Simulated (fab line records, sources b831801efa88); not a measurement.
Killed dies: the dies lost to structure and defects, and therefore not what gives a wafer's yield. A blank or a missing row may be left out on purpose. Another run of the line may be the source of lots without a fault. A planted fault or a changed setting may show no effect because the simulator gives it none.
Matching of chambers || flow sky130 || SKY_CONTACT_ETCH_17 on rie diel-01: 4 sister chambers
The step etches SiO2 in C4F8/O2/Ar, stops on Si3N4, target depth 340 nm. 14 wafers are shown with their chamber, then 7 later ones without.

## WAFERS WITH THEIR CHAMBER
{"wafer": "L078.1", "chamber": 1, "oes product au (a.u.)": 0.886, "chamber pressure mTorr (mTorr)": 40.01}
{"wafer": "L078.2", "chamber": 3, "oes product au (a.u.)": 0.890, "chamber pressure mTorr (mTorr)": 40.01}
{"wafer": "L078.6", "chamber": 2, "oes product au (a.u.)": 0.886, "chamber pressure mTorr (mTorr)": 39.98}
{"wafer": "L088.3", "chamber": 0, "oes product au (a.u.)": 0.886, "chamber pressure mTorr (mTorr)": 40.02}
{"wafer": "L088.5", "chamber": 3, "oes product au (a.u.)": 0.899, "chamber pressure mTorr (mTorr)": 39.97}
{"wafer": "L088.6", "chamber": 2, "oes product au (a.u.)": 0.902, "chamber pressure mTorr (mTorr)": 40.04}
{"wafer": "L087.1", "chamber": 2, "oes product au (a.u.)": 0.890, "chamber pressure mTorr (mTorr)": 39.96}
{"wafer": "L087.2", "chamber": 3, "oes product au (a.u.)": 0.895, "chamber pressure mTorr (mTorr)": 39.94}
{"wafer": "L087.5", "chamber": 3, "oes product au (a.u.)": 0.898, "chamber pressure mTorr (mTorr)": 40.06}
{"wafer": "L089.1", "chamber": 1, "oes product au (a.u.)": 0.884, "chamber pressure mTorr (mTorr)": 40.01}
{"wafer": "L089.3", "chamber": 3, "oes product au (a.u.)": 0.893, "chamber pressure mTorr (mTorr)": 40.01}
{"wafer": "L089.6", "chamber": 2, "oes product au (a.u.)": 0.887, "chamber pressure mTorr (mTorr)": 40.04}
{"wafer": "L091.2", "chamber": 2, "oes product au (a.u.)": 0.882, "chamber pressure mTorr (mTorr)": 40.09}
{"wafer": "L091.5", "chamber": 1, "oes product au (a.u.)": 0.894, "chamber pressure mTorr (mTorr)": 39.97}

SIGNATURES (averages over the wafers above)
{"reading": "oes product au", "chamber 0": 0.88600, "chamber 1": 0.88800, "chamber 2": 0.88940, "chamber 3": 0.89500, "scatter within a chamber": 0.00584}
{"reading": "chamber pressure mTorr", "chamber 0": 40.0200, "chamber 1": 39.9967, "chamber 2": 40.0220, "chamber 3": 39.9980, "scatter within a chamber": 0.045}
Rule: a wafer lies at a distance from a chamber equal to the root of the sum of squares, over the readings, of (its reading less the chamber's mean, divided by the reading's scatter). If the next closest chamber is less than 2 further off than the closest, the wafer can't be placed; otherwise it belongs to the closest. The scatter is the square root of a quotient: the sum, over the shown wafers, of each reading's squared deviation from its chamber's mean, divided by wafers minus chambers.

## WAFERS WHOSE CHAMBER IS MISSING
{"wafer": "L091.6", "oes product au (a.u.)": 0.895, "chamber pressure mTorr (mTorr)": 40.04}
{"wafer": "L092.4", "oes product au (a.u.)": 0.882, "chamber pressure mTorr (mTorr)": 39.97}
{"wafer": "L092.5", "oes product au (a.u.)": 0.891, "chamber pressure mTorr (mTorr)": 39.97}
{"wafer": "L092.6", "oes product au (a.u.)": 0.892, "chamber pressure mTorr (mTorr)": 40.00}
{"wafer": "L094.3", "oes product au (a.u.)": 0.891, "chamber pressure mTorr (mTorr)": 39.96}
{"wafer": "L094.4", "oes product au (a.u.)": 0.892, "chamber pressure mTorr (mTorr)": 39.99}
{"wafer": "L094.5", "oes product au (a.u.)": 0.901, "chamber pressure mTorr (mTorr)": 39.95}

## WHICH CHAMBER EACH ONE RAN IN
{"wafer": "L091.6", "from the rows above": "can't be placed: 3 or 2 or 1 or 0", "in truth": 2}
{"wafer": "L092.4", "from the rows above": "can't be placed: 1 or 0 or 2 or 3", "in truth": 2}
{"wafer": "L092.5", "from the rows above": "can't be placed: 1 or 3 or 2 or 0", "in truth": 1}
{"wafer": "L092.6", "from the rows above": "can't be placed: 3 or 2 or 1 or 0", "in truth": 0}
{"wafer": "L094.3", "from the rows above": "can't be placed: 1 or 3 or 2 or 0", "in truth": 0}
{"wafer": "L094.4", "from the rows above": "can't be placed: 3 or 1 or 2 or 0", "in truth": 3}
{"wafer": "L094.5", "from the rows above": "can't be placed: 3 or 1 or 2 or 0", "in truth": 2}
Correct placement for 0 of the 7. Not placeable from these rows: 7 (in 7, the candidates include the true chamber). 0 placed wrongly.
